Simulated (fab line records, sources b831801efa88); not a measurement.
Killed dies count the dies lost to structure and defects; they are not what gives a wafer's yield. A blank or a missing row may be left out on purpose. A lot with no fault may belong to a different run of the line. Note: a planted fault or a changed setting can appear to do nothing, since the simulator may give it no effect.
Matching of chambers	flow sky130	SKY_POLY_GATE_ETCH_17 on rieSi-01 has 4 sister chambers
The step etches poly-Si in HBr/Cl2, stops on SiO2, target depth 180 nm, time 70.5 s. 8 wafers are shown with their chamber, then 7 later ones without.

== WAFERS, EACH WITH ITS CHAMBER ==
wafer	chamber	drypumpMotorCurrentA (A)	oesProductAu (a.u.)
L952.3	0	5.8	0.995
L955.4	2	4.9	0.972
L955.6	3	5.1	0.973
L957.3	2	4.9	0.977
L957.4	1	6.0	0.982
L957.6	0	5.8	0.979
L960.2	1	5.9	0.975
L960.5	3	5.0	0.965

== WAFERS WITH NO CHAMBER GIVEN ==
wafer	drypumpMotorCurrentA (A)	oesProductAu (a.u.)
L960.6	4.9	0.988
L970.3	5.0	0.985
L970.4	4.9	0.997
L970.5	4.9	0.997
L973.1	5.8	0.995
L973.3	5.0	0.983
L973.4	4.9	0.989

== CHAMBER TAKEN BY EACH ==
wafer	from the rows above	in truth
L960.6	2	2
L970.3	can't be placed: 3 or 2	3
L970.4	can't be placed: 2 or 3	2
L970.5	can't be placed: 2 or 3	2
L973.1	0	0
L973.3	can't be placed: 3 or 2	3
L973.4	2	2
Placed correctly: 3 of 7. From these rows, 4 cannot be placed; in 4 the true chamber is one of the candidates. Wrongly placed: 0.
How it was worked out, from the rows above alone: a wafer's distance from a chamber is the root of the sum, over the readings, of the square of ((its reading less the chamber's mean) divided by the reading's scatter). The wafer belongs to the nearest chamber; if the next one is less than 2 further off, it can't be placed. The mean given for a chamber averages the wafers shown for that chamber. How the scatter is found: for the shown wafers, subtract from each reading the mean of its chamber, square and add these, divide the total by (wafers less chambers), then take the root.
